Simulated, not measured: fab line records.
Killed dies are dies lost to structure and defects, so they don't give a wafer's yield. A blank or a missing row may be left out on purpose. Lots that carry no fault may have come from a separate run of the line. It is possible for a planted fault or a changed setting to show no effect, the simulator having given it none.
fab line records	flow gf180mcu
[record] lots = 5	wafers = 23
route steps=602 shown M4@472 MIM@504 M5@530 V5@544 TOP_METAL@569
start_h: the number of hours between the record's first day and the start of the first shown wafer of the lot	wait_h: hours elapsed since this lot's preceding step	" identical to the entry in the row above	L1.1+2: a single row standing in for several wafers	- no value present, or no start provided	* or withheld: withheld	< > ~ a bound
route shown NAME@n: names a module that has steps shown in the file, with the first one's number in the route	usual: average and standard deviation across the fault-free wafers	same: alike in all rows	chamber/n: place in a boat	sites: the reading at each site	_std_site: standard deviation across them	_edge_site: outer sites' mean less inner sites'	radius_mm: for every site, how far away it sits from the centre of the wafer	mask NAME#n: copy n	behind: the tool/chamber that last shaped the wafer	hold: why the lot was held/for how many hours/how that ended	device: transistor that didn't switch, given as n, p or np	end of line: the tests these same wafers got at the end of their route	where a step has no rows: the recipe by itself	killed: dies that structure and defects cost at the first sort, which is not the same as the wafer's yield	map: shows each die of a wafer: x if killed, . if not, _ if none is there
set.NAME: the run value of the setting; set.NAME@STEP: its run value at that earlier step	model.NAME: the simulator's own value behind a step, which no gauge read
lots with deliberately changed settings; one table per step, one row per wafer
[[steps]]
[step GF_M4_METAL_ETCH_16]
[recipe] chemistry = Cl2/BCl3	mask_material = KrF	target_depth_nm = 627.5	stop_on = SiO2	pressure_mtorr = 8	icp_w = 800	bias_w = 140	Cl2_flow_sccm = 80	bcl3_flow_sccm = 40	time_s = 104.6
lot.wafer	tool	chamber	start_h	wait_h	set.icp_w	model.KrF_of_M4_COAT_09.thk_nm
L076.2+4	rie_metal-01	0,1	559.37	0.0	828.5	-
L076.3	"	0	"	"	828.5	722.2
L076.5	"	0	"	"	800	731.6
L076.6	"	1	"	"	800	726.5
L079.2	rie_metal-02	0	582.44	0.0	800	730
L079.3	"	1	"	"	800	735.2
L079.6	"	1	"	"	800	730.9
L082.2	rie_metal-02	1	603.88	0.0	800	-
L082.3	"	1	"	"	759.7	-
L082.4	"	0	"	"	759.7	753
L082.5	"	1	"	"	759.7	746.3
L082.6	"	0	"	"	800	740.5
L083.1	rie_metal-04	1	609.44	0.0	885.6	703.1
L083.3	"	1	"	"	885.6	707.9
L083.4	"	0	"	"	800	730.5
L083.5	"	0	"	"	800	730.2
L083.6	"	1	"	"	885.6	706.1
L084.1+4+5	rie_metal-01	0	619.62	0.0	800	-
L084.3	"	0	"	"	800	739.5
L084.6	"	0	"	"	800	736.1
[step GF_M4_STRIP_17]
[recipe] chemistry = O2/N2	power_w = 1400	pressure_mtorr = 1500	platen_temp_c = 250	o2_flow_sccm = 3000	n2_flow_sccm = 300	overash_fraction = 0.5
[usual] strip_time_to_endpoint_s = 7.86/0.041
lot.wafer	tool	chamber	start_h	wait_h	set.icp_w@M4_METAL_ETCH_16	strip_time_to_endpoint_s
L076.2	plasma_asher-01	0	559.48	0.1	828.5	7.80
L076.3	"	1	"	"	828.5	7.75
L076.4	"	0	"	"	828.5	7.68
L076.5	"	0	"	"	800	7.84
L076.6	"	1	"	"	800	7.78
L079.2	plasma_asher-04	0	582.55	0.1	800	7.81
L079.3	"	0	"	"	800	7.88
L079.6	"	1	"	"	800	7.84
L082.2	plasma_asher-03	1	603.99	0.1	800	7.85
L082.3	"	1	"	"	759.7	7.99
L082.4	"	0	"	"	759.7	8.05
L082.5	"	0	"	"	759.7	7.99
L082.6	"	1	"	"	800	7.94
L083.1	plasma_asher-03	0	609.55	0.1	885.6	7.57
L083.3	"	1	"	"	885.6	7.62
L083.4	"	0	"	"	800	7.83
L083.5	"	0	"	"	800	7.83
L083.6	"	1	"	"	885.6	7.59
L084.1	plasma_asher-01	0	619.91	0.2	800	7.87
L084.3	"	0	"	"	800	7.91
L084.4	"	1	"	"	800	7.90
L084.5	"	0	"	"	800	7.91
L084.6	"	1	"	"	800	7.88
[step GF_MIM_SPUTTER_01]
[recipe] material = TiN	target_thk_nm = 30	power_w = 6500	time_s = 25	chamber_pressure_pa = 0.4
lot.wafer	tool	chamber	start_h	wait_h	set.time_s	model.TiN_of_MIM_SPUTTER_01.thk_nm
L076.2	pvd_sputter-02	-	584.42	0.1	26.39	31.73
L076.3	"	-	"	"	25	30.15
L076.4	"	-	"	"	25	30.2
L076.5	"	-	"	"	26.39	31.76
L076.6	"	-	"	"	26.39	31.91
L079.2	pvd_sputter-02	-	606.39	0.1	25	29.56
L079.3	"	-	"	"	25	29.62
L079.6	"	-	"	"	25	29.55
L082.2	pvd_sputter-01	-	627.34	0.1	25	30.05
L082.3	"	-	"	"	25	30.55
L082.4	"	-	"	"	25	30.06
L082.5	"	-	"	"	23.65	28.78
L082.6	"	-	"	"	23.65	28.48
L083.1	pvd_sputter-01	-	632.95	0.1	21.36	25.88
L083.3	"	-	"	"	25	30.05
L083.4	"	-	"	"	25	30.3
L083.5	"	-	"	"	21.36	26.05
L083.6	"	-	"	"	21.36	25.85
L084.1	pvd_sputter-02	-	643.28	0.1	25	30.13
L084.3	"	-	"	"	25	30.15
L084.4	"	-	"	"	23.16	27.77
L084.5	"	-	"	"	23.16	28.24
L084.6	"	-	"	"	25	30.1
[step GF_M5_EXPOSE_04]
[recipe] mask_id = Metal5	target_cd_nm = 280	na = 0.68	source_shape = conventional	sigma_outer = 0.6	dose_mj = 28
lot.wafer	tool	chamber	start_h	wait_h	mask	set.dose_mj
L076.2+4+5	krf_scanner-02	0	-	-	Metal5#0	29.87
L076.3+6	"	0	"	"	Metal5#0	28
L079.2+3+6	krf_scanner-02	0	-	-	Metal5#0	28
L082.2+3+4+5+6	krf_scanner-02	0	-	-	Metal5#0	28
L083.1+3+4	krf_scanner-02	0	-	-	Metal5#0	28
L083.5+6	"	0	"	"	Metal5#0	26.92
L084.1+3+4+5+6	krf_scanner-01	0	-	-	Metal5#0	28
[step GF_M5_PEB_05]
[recipe] peb_temp_c = 135	peb_time_s = 90	resist = KrF
[step GF_M5_DEVELOP_06]
[recipe] develop_time_s = 60	dev_temp_c = 21
[step GF_M5_CD_MEAS_07]
[recipe] target_cd_nm = 280
[usual] cd_nm = 279.6/1
lot.wafer	tool	chamber	start_h	wait_h	set.dose_mj@M5_EXPOSE_04	cd_nm
L076.2	cd_sem-02	-	626.88	0.1	29.87	270.1
L076.3	"	-	"	"	28	279.1
L076.4	"	-	"	"	29.87	269.8
L076.5	"	-	"	"	29.87	269.4
L076.6	"	-	"	"	28	279.5
L079.2	cd_sem-01	-	649.13	0.1	28	279.5
L079.3	"	-	"	"	28	279.2
L079.6	"	-	"	"	28	279.4
L082.2	cd_sem-01	-	666.98	0.1	28	281.8
L082.3	"	-	"	"	28	280.4
L082.4	"	-	"	"	28	279.4
L082.5	"	-	"	"	28	280.9
L082.6	"	-	"	"	28	281.1
L083.1	cd_sem-02	-	672.86	0.1	28	279.1
L083.3	"	-	"	"	28	279.2
L083.4	"	-	"	"	28	278.5
L083.5	"	-	"	"	26.92	284.8
L083.6	"	-	"	"	26.92	285.0
L084.1	cd_sem-01	-	683.38	0.1	28	279.1
L084.3	"	-	"	"	28	278.3
L084.4	"	-	"	"	28	279.6
L084.5	"	-	"	"	28	279.3
L084.6	"	-	"	"	28	278.5
[step GF_M5_ETCH_09]
[recipe] chemistry = CF4/O2	target = Si3N4	target_depth_nm = 52	source_w = 800	bias_w = 150	pressure_mtorr = 150	cf4_flow_sccm = 80	O2_flow_sccm = 10	time_s = 11.6
[usual] oes_product_au = 1.000/0.011
lot.wafer	tool	chamber	start_h	wait_h	set.source_w	set.dose_mj@M5_EXPOSE_04	oes_product_au	model.M5.cd_nm
L076.2	rie_diel-01	3	627.01	0.0	800	29.87	1.005	270.8
L076.3	"	1	"	"	800	28	1.001	279
L076.4	"	2	"	"	866.4	29.87	1.051	269.4
L076.5	"	0	"	"	866.4	29.87	1.024	269
L076.6	"	3	"	"	866.4	28	1.062	279.5
L079.2	rie_diel-02	3	649.27	0.0	800	28	0.983	279.1
L079.3	"	0	"	"	800	28	0.995	279.1
L079.6	"	2	"	"	800	28	0.999	279.6
L082.2	rie_diel-01	1	667.11	0.0	800	28	1.012	281.6
L082.3	"	0	"	"	800	28	0.981	279.7
L082.4	"	3	"	"	868.8	28	1.055	279.7
L082.5	"	2	"	"	800	28	1.000	280.7
L082.6	"	3	"	"	868.8	28	1.054	282.1
L083.1	rie_diel-01	0	673.02	0.0	800	28	0.977	278.5
L083.3	"	1	"	"	828.9	28	1.016	278.7
L083.4	"	2	"	"	800	28	1.007	278.3
L083.5	"	3	"	"	828.9	26.92	1.038	285.4
L083.6	"	0	"	"	800	26.92	0.980	284.5
L084.1	rie_diel-01	3	683.53	0.0	721.6	28	0.950	279.3
L084.3	"	0	"	"	800	28	0.969	277.4
L084.4	"	1	"	"	800	28	0.994	279.2
L084.5	"	1	"	"	721.6	28	0.935	279.2
L084.6	"	2	"	"	800	28	1.003	278
[step GF_V5_CMP_04]
[recipe] material = SiO2	down_force_psi = 4	platen_rpm = 60	pad_velocity_m_s = 0.94248
lot.wafer	tool	chamber	start_h	wait_h	set.leave_above_ref_nm	model.SiO2_of_V5_CVD_02.thk_nm
L076.4+6	cmp-01	3,0	627.99	0.0	894.6	895
L076.2	"	0	"	"	894.6	895.4
L076.3	"	2	"	"	855	854.8
L076.5	"	3	"	"	855	855.5
L079.3	cmp-01	2	650.29	0.0	855	855.9
L079.2	"	0	"	"	855	856.5
L079.6	"	3	"	"	855	855.7
L082.4	cmp-01	1	668.25	0.1	855	854.1
L082.3	"	2	"	"	855	855.2
L082.2	"	3	"	"	855	855.7
L082.6	"	1	"	"	855	854.7
L082.5	"	2	"	"	855	856.5
L083.3	cmp-02	3	674.39	0.3	878.4	877.2
L083.4	"	0	"	"	855	855.5
L083.1	"	1	"	"	855	855.2
L083.5	"	2	"	"	855	854.7
L083.6	"	3	"	"	878.4	878
L084.3	cmp-01	1	684.47	0.0	855	854.9
L084.1	"	2	"	"	880.6	882.1
L084.4	"	3	"	"	855	856
L084.5	"	1	"	"	880.6	880.6
L084.6	"	2	"	"	880.6	881.5
[step GF_V5_PEB_12]
[recipe] peb_temp_c = 135	peb_time_s = 90	resist = KrF
lot.wafer	tool	chamber	start_h	wait_h	set.peb_temp_c
L076.2+3+4+5+6	litho_track-02	0	-	-	135
L079.2+3+6	litho_track-02	0	-	-	135
L082.2+4	litho_track-02	0	-	-	133.8
L082.3+5+6	"	0	"	"	135
L083.1+3	litho_track-02	0	-	-	132.2
L083.4+5+6	"	0	"	"	135
L084.1+4+6	litho_track-01	0	-	-	132.5
L084.3+5	"	0	"	"	135
[step GF_V5_DEVELOP_13]
[recipe] develop_time_s = 60	resist = KrF	dev_temp_c = 21
[step GF_V5_CD_MEAS_14]
[recipe] target_cd_nm = 260
[usual] cd_nm = 260.2/1.3
lot.wafer	tool	chamber	start_h	wait_h	set.peb_temp_c@V5_PEB_12	cd_nm
L076.2	cd_sem-01	-	648.78	0.1	135	258.2
L076.3	"	-	"	"	135	258.1
L076.4	"	-	"	"	135	258.7
L076.5	"	-	"	"	135	259.0
L076.6	"	-	"	"	135	258.4
L079.2	cd_sem-01	-	669.83	0.1	135	260.2
L079.3	"	-	"	"	135	260.1
L079.6	"	-	"	"	135	261.4
L082.2	cd_sem-01	-	687.78	0.1	133.8	255.7
L082.3	"	-	"	"	135	258.9
L082.4	"	-	"	"	133.8	255.3
L082.5	"	-	"	"	135	258.9
L082.6	"	-	"	"	135	259.3
L083.1	cd_sem-02	-	693.66	0.1	132.2	250.0
L083.3	"	-	"	"	132.2	251.1
L083.4	"	-	"	"	135	261.1
L083.5	"	-	"	"	135	259.7
L083.6	"	-	"	"	135	258.3
L084.1	cd_sem-02	-	703.23	0.1	132.5	250.8
L084.3	"	-	"	"	135	259.8
L084.4	"	-	"	"	132.5	251.8
L084.5	"	-	"	"	135	259.4
L084.6	"	-	"	"	132.5	250.6
[step GF_V5_ETCH_16]
[recipe] chemistry = N2/H2	target_depth_a = withheld	overetch_a = withheld	time_s = withheld	target = BARC	ion_energy_ev = 200	source_w = 486.2	bias_w = 100	pressure_mtorr = 30	n2_flow_sccm = 100	h2_flow_sccm = 200
lot.wafer	tool	chamber	start_h	wait_h	set.peb_temp_c@V5_PEB_12	model.V5.cd_nm
L076.2	rie_diel-04	0	648.92	0.0	135	258.2
L076.3	"	1	"	"	135	256.8
L076.4	"	1	"	"	135	258
L076.5	"	3	"	"	135	258.5
L076.6	"	0	"	"	135	258.7
L079.2	rie_diel-01	1	669.97	0.0	135	258.9
L079.3	"	3	"	"	135	260.3
L079.6	"	1	"	"	135	259.8
L082.2	rie_diel-01	2	687.91	0.0	133.8	254.6
L082.3	"	0	"	"	135	257.8
L082.4	"	1	"	"	133.8	253.8
L082.5	"	3	"	"	135	258.1
L082.6	"	2	"	"	135	258.4
L083.1	rie_diel-03	3	693.81	0.0	132.2	249.2
L083.3	"	0	"	"	132.2	251.1
L083.4	"	1	"	"	135	261
L083.5+6	"	3,0	"	"	135	258.5
L084.1	rie_diel-01	1	703.38	0.0	132.5	249.5
L084.3	"	0	"	"	135	259.4
L084.4	"	2	"	"	132.5	251.1
L084.5	"	2	"	"	135	258.7
L084.6	"	3	"	"	132.5	250.2
[step GF_V5_ETCH_17]
[recipe] chemistry = C4F8/O2/Ar	mask_material = KrF	target = SiO2	stop_on = TiN	source_w = 1500	bias_w = 1200	pressure_mtorr = 40	c4f8_flow_sccm = withheld	O2_flow_sccm = 6	Ar_flow_sccm = 300	time_s = withheld	target_depth_a = 8550
[usual] oes_product_au = 0.860/0.0045
lot.wafer	tool	chamber	start_h	wait_h	set.leave_above_ref_nm@V5_CMP_04	set.peb_temp_c@V5_PEB_12	oes_product_au	model.V5.feature_depth_nm	model.V5.cd_nm
L076.2	rie_diel-04	0	-	-	894.6	135	0.884	895.4	258.8
L076.3	"	1	"	"	855	135	0.864	854.8	257.1
L076.4	"	1	"	"	894.6	135	0.893	895	258.2
L076.5	"	3	"	"	855	135	0.857	855.5	259.6
L076.6	"	0	"	"	894.6	135	0.880	895	259.1
L079.2	rie_diel-01	1	-	-	855	135	0.861	856.5	260
L079.3	"	3	"	"	855	135	0.858	855.9	260.5
L079.6	"	1	"	"	855	135	0.858	855.7	260.7
L082.2	rie_diel-01	2	-	-	855	133.8	0.857	855.7	254.5
L082.3	"	0	"	"	855	135	0.852	855.2	259.1
L082.4	"	1	"	"	855	133.8	0.864	854.1	254.4
L082.5	"	3	"	"	855	135	0.866	856.5	258.7
L082.6	"	2	"	"	855	135	0.854	854.7	258.7
L083.1	rie_diel-03	3	-	-	855	132.2	0.866	855.2	249.5
L083.3	"	0	"	"	878.4	132.2	0.876	877.2	251.5
L083.4	"	1	"	"	855	135	0.857	855.5	260.7
L083.5	"	3	"	"	855	135	0.860	854.7	258.5
L083.6	"	0	"	"	878.4	135	0.873	878	258.3
L084.1	rie_diel-01	1	-	-	880.6	132.5	0.875	882.1	250.2
L084.3	"	0	"	"	855	135	0.855	854.9	260.9
L084.4	"	2	"	"	855	132.5	0.859	856	251
L084.5	"	2	"	"	880.6	135	0.875	880.6	257.9
L084.6	"	3	"	"	880.6	132.5	0.875	881.5	251
[step GF_TOP_METAL_SPUTTER_02]
[recipe] material = AlCu	target_thk_nm = 900	power_w = 10600	chamber_pressure_pa = 0.3	substrate_temp_c = 250	gas = Ar	time_s = 47.82
lot.wafer	tool	chamber	start_h	wait_h	set.time_s	model.AlCu_of_TOP_METAL_SPUTTER_02.thk_nm
L076.2	pvd_sputter-03	-	650.43	0.0	41.07	776.3
L076.3	"	-	"	"	41.07	766.1
L076.4	"	-	"	"	47.82	901.3
L076.5	"	-	"	"	41.07	767.2
L076.6	"	-	"	"	47.82	897.8
L079.2	pvd_sputter-04	-	671.65	0.0	47.82	902.6
L079.3	"	-	"	"	47.82	901.3
L079.6	"	-	"	"	47.82	897.3
L082.2	pvd_sputter-02	-	689.45	0.0	47.82	896.4
L082.3	"	-	"	"	51.4	962.8
L082.4	"	-	"	"	47.82	893.4
L082.5	"	-	"	"	47.82	899.6
L082.6	"	-	"	"	51.4	961.6
L083.1	pvd_sputter-04	-	695.94	0.0	47.82	904.8
L083.3	"	-	"	"	43.52	807.1
L083.4	"	-	"	"	43.52	798.5
L083.5	"	-	"	"	43.52	825.7
L083.6	"	-	"	"	47.82	879.5
L084.1	pvd_sputter-03	-	704.89	0.0	43.31	815.6
L084.3	"	-	"	"	43.31	831.5
L084.4	"	-	"	"	47.82	915
L084.5	"	-	"	"	43.31	834.9
L084.6	"	-	"	"	47.82	906.4
[step GF_TOP_METAL_SPUTTER_03]
[recipe] material = Ti	target_thk_nm = 5	substrate_temp_c = 300	chamber_pressure_pa = 0.3	power_w = 3000	time_s = 3.3
[step GF_TOP_METAL_SPUTTER_04]
[recipe] material = TiN	target_thk_nm = 25	power_w = 6500	time_s = 20.8	chamber_pressure_pa = 0.4
[step GF_TOP_METAL_RS_MEAS_05]
[recipe] thk_meas_gauge = four-point-probe	reads = TiN_of_TOP_METAL_SPUTTER_04+Ti_of_TOP_METAL_SPUTTER_03+AlCu_of_TOP_METAL_SPUTTER_02+TiN_of_TOP_METAL_SPUTTER_01+Ti_of_TOP_METAL_SPUTTER_00
[usual] TOP_METAL_ALCU_RS = 0.0328/0.00039
lot.wafer	tool	chamber	start_h	wait_h	set.time_s@TOP_METAL_SPUTTER_02	TOP_METAL_ALCU_RS[ohm/sq]
L076.2	film_metro-03	-	650.54	0.0	41.07	0.0380
L076.3	"	-	"	"	41.07	0.0385
L076.4	"	-	"	"	47.82	0.0327
L076.5	"	-	"	"	41.07	0.0384
L076.6	"	-	"	"	47.82	0.0328
L079.2	film_metro-02	-	671.76	0.0	47.82	0.0327
L079.3	"	-	"	"	47.82	0.0328
L079.6	"	-	"	"	47.82	0.0329
L082.2	film_metro-03	-	689.56	0.0	47.82	0.0329
L082.3	"	-	"	"	51.4	0.0306
L082.4	"	-	"	"	47.82	0.0330
L082.5	"	-	"	"	47.82	0.0328
L082.6	"	-	"	"	51.4	0.0306
L083.1	film_metro-01	-	696.03	0.0	47.82	0.0325
L083.3	"	-	"	"	43.52	0.0365
L083.4	"	-	"	"	43.52	0.0369
L083.5	"	-	"	"	43.52	0.0356
L083.6	"	-	"	"	47.82	0.0335
L084.1	film_metro-03	-	704.98	0.0	43.31	0.0361
L084.3	"	-	"	"	43.31	0.0355
L084.4	"	-	"	"	47.82	0.0322
L084.5	"	-	"	"	43.31	0.0353
L084.6	"	-	"	"	47.82	0.0324
[step GF_TOP_METAL_THK_MEAS_06]
[recipe] thk_meas_gauge = xrf	reads = AlCu_of_TOP_METAL_SPUTTER_02
[usual] TOP_METAL_ALCU_THK = 903/11
lot.wafer	tool	chamber	start_h	wait_h	set.time_s@TOP_METAL_SPUTTER_02	TOP_METAL_ALCU_THK[nm]
L076.2	film_metro-03	-	650.65	0.1	41.07	783
L076.3	"	-	"	"	41.07	769
L076.4	"	-	"	"	47.82	907
L076.5	"	-	"	"	41.07	772
L076.6	"	-	"	"	47.82	907
L079.2	film_metro-02	-	671.87	0.1	47.82	905
L079.3	"	-	"	"	47.82	900
L079.6	"	-	"	"	47.82	898
L082.2	film_metro-03	-	689.67	0.1	47.82	894
L082.3	"	-	"	"	51.4	968
L082.4	"	-	"	"	47.82	899
L082.5	"	-	"	"	47.82	902
L082.6	"	-	"	"	51.4	965
L083.1	film_metro-01	-	696.15	0.1	47.82	913
L083.3	"	-	"	"	43.52	817
L083.4	"	-	"	"	43.52	811
L083.5	"	-	"	"	43.52	833
L083.6	"	-	"	"	47.82	885
L084.1	film_metro-03	-	705.10	0.1	43.31	819
L084.3	"	-	"	"	43.31	836
L084.4	"	-	"	"	47.82	918
L084.5	"	-	"	"	43.31	841
L084.6	"	-	"	"	47.82	909
[step GF_TOP_METAL_EXPOSE_11]
[recipe] mask_id = MetalTop	target_cd_nm = 440	na = 0.6	source_shape = conventional	sigma_outer = 0.6	dose_mj = 170
lot.wafer	tool	chamber	start_h	wait_h	mask	set.dose_mj
L076.2+5+6	iline_stepper-01	0	-	-	MetalTop#0	178
L076.3+4	"	0	"	"	MetalTop#0	170
L079.2+3+6	iline_stepper-02	0	-	-	MetalTop#0	170
L082.2+3+4	iline_stepper-01	0	-	-	MetalTop#0	180.8
L082.5+6	"	0	"	"	MetalTop#0	170
L083.1+4+6	iline_stepper-02	0	-	-	MetalTop#0	170
L083.3+5	"	0	"	"	MetalTop#0	158.9
L084.1+3+4+5+6	iline_stepper-02	0	-	-	MetalTop#0	170
[step GF_TOP_METAL_PEB_12]
[recipe] temp_c = withheld	time_s = *	resist = NOVOLAK
[step GF_TOP_METAL_DEVELOP_13]
[recipe] develop_time_s = 60	dev_temp_c = 23
[step GF_TOP_METAL_CD_MEAS_14]
[recipe] target_cd_nm = 440
[usual] cd_nm = 439.9/2
lot.wafer	tool	chamber	start_h	wait_h	set.dose_mj@TOP_METAL_EXPOSE_11	cd_nm
L076.2	cd_sem-01	-	670.15	0.1	178	430.2
L076.3	"	-	"	"	170	441.2
L076.4	"	-	"	"	170	444.3
L076.5	"	-	"	"	178	427.2
L076.6	"	-	"	"	178	428.3
L079.2	cd_sem-01	-	690.60	0.1	170	439.6
L079.3	"	-	"	"	170	440.4
L079.6	"	-	"	"	170	438.9
L082.2	cd_sem-01	-	707.90	0.1	180.8	418.8
L082.3	"	-	"	"	180.8	418.8
L082.4	"	-	"	"	180.8	419.8
L082.5	"	-	"	"	170	435.2
L082.6	"	-	"	"	170	435.7
L083.1	cd_sem-01	-	714.63	0.1	170	441.0
L083.3	"	-	"	"	158.9	459.3
L083.4	"	-	"	"	170	440.6
L083.5	"	-	"	"	158.9	460.3
L083.6	"	-	"	"	170	439.7
L084.1	cd_sem-01	-	722.53	0.1	170	441.6
L084.3	"	-	"	"	170	439.1
L084.4	"	-	"	"	170	441.5
L084.5	"	-	"	"	170	440.2
L084.6	"	-	"	"	170	442.9
[step GF_TOP_METAL_METAL_ETCH_16]
[recipe] chemistry = Cl2/BCl3	mask_material = NOVOLAK	target_depth_nm = 1077.5	stop_on = SiO2	pressure_mtorr = 8	icp_w = 800	bias_w = 140	Cl2_flow_sccm = 80	bcl3_flow_sccm = 40	time_s = 179.6
[usual] oes_product_au = 0.964/0.0079
lot.wafer	tool	chamber	start_h	wait_h	set.bias_w	set.time_s@TOP_METAL_SPUTTER_02	oes_product_au
L076.2	rie_metal-02	0	670.28	0.0	134	41.07	0.898
L076.3	"	0	"	"	140	41.07	0.885
L076.4	"	1	"	"	134	47.82	0.963
L076.5	"	1	"	"	140	41.07	0.889
L076.6	"	0	"	"	140	47.82	0.959
L079.2	rie_metal-01	0	690.73	0.0	140	47.82	0.965
L079.3	"	0	"	"	140	47.82	0.973
L079.6	"	1	"	"	140	47.82	0.961
L082.2	rie_metal-02	0	708.03	0.0	140	47.82	0.952
L082.3	"	1	"	"	140	51.4	0.992
L082.4	"	0	"	"	140	47.82	0.968
L082.5	"	0	"	"	140	47.82	0.962
L082.6	"	1	"	"	140	51.4	0.985
L083.1	rie_metal-01	1	714.78	0.0	140	47.82	0.973
L083.3	"	1	"	"	140	43.52	0.903
L083.4	"	0	"	"	140	43.52	0.907
L083.5	"	0	"	"	140	43.52	0.920
L083.6	"	1	"	"	140	47.82	0.947
L084.1	rie_metal-03	0	722.68	0.0	140	43.31	0.914
L084.3	"	0	"	"	140	43.31	0.939
L084.4	"	0	"	"	151.5	47.82	0.975
L084.5	"	0	"	"	151.5	43.31	0.935
L084.6	"	0	"	"	140	47.82	0.973
[[key]]
[split] step = GF_M4_METAL_ETCH_16	setting = icp_w	stated = 800	by = wafer
[response] step = GF_M4_METAL_ETCH_16	reading = model.KrF_of_M4_COAT_09.thk_nm	change = -2.24	per = 1%	r = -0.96
[response] step = GF_M4_STRIP_17	reading = strip_time_to_endpoint_s	change = *	per = 1%	r = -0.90
[split] step = GF_MIM_SPUTTER_01	setting = time_s	stated = 25	by = wafer
[response] step = GF_MIM_SPUTTER_01	reading = model.TiN_of_MIM_SPUTTER_01.thk_nm	change = +0.292	per = 1%	r = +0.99
[split] step = GF_M5_EXPOSE_04	setting = dose_mj	stated = 28	by = wafer
[response] step = GF_M5_CD_MEAS_07	reading = cd_nm	change = -1.46	per = 1%	r = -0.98
[response] step = GF_M5_ETCH_09	reading = model.M5.cd_nm	change = -1.49	per = 1%	r = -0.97
[split] step = GF_M5_ETCH_09	setting = source_w	stated = 800	by = wafer
[response] step = GF_M5_ETCH_09	reading = oes_product_au	change = +0.00572	per = 1%	r = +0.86
[split] step = GF_V5_CMP_04	setting = leave_above_ref_nm	stated = 855	by = wafer
[response] step = GF_V5_CMP_04	reading = model.SiO2_of_V5_CVD_02.thk_nm	change = +8.56	per = 1%	r = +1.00
[response] step = GF_V5_ETCH_17	reading = oes_product_au	change = +0.00548	per = 1%	r = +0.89
[response] step = GF_V5_ETCH_17	reading = model.V5.feature_depth_nm	change = +8.56	per = 1%	r = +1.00
[split] step = GF_V5_PEB_12	setting = peb_temp_c	stated = 135	by = wafer
[response] step = GF_V5_CD_MEAS_14	reading = cd_nm	change = +4.44	per = 1%	r = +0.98
[response] step = GF_V5_ETCH_16	reading = model.V5.cd_nm	change = +4.55	per = 1%	r = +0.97
[response] step = GF_V5_ETCH_17	reading = model.V5.cd_nm	change = +4.44	per = 1%	r = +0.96
[split] step = GF_TOP_METAL_SPUTTER_02	setting = time_s	stated = 47.82	by = wafer
[response] step = GF_TOP_METAL_SPUTTER_02	reading = model.AlCu_of_TOP_METAL_SPUTTER_02.thk_nm	change = +9.04	per = 1%	r = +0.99
[response] step = GF_TOP_METAL_RS_MEAS_05	reading = TOP_METAL_ALCU_RS	change = -0.00037	per = 1%	r = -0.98
[response] step = GF_TOP_METAL_THK_MEAS_06	reading = TOP_METAL_ALCU_THK	change = +9.06	per = 1%	r = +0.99
[response] step = GF_TOP_METAL_METAL_ETCH_16	reading = oes_product_au	change = +0.00486	per = 1%	r = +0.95
[split] step = GF_TOP_METAL_EXPOSE_11	setting = dose_mj	stated = 170	by = wafer
[response] step = GF_TOP_METAL_CD_MEAS_14	reading = cd_nm	change = -2.82	per = 1%	r = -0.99
[split] step = GF_TOP_METAL_METAL_ETCH_16	setting = bias_w	stated = 140	by = wafer
response none clear
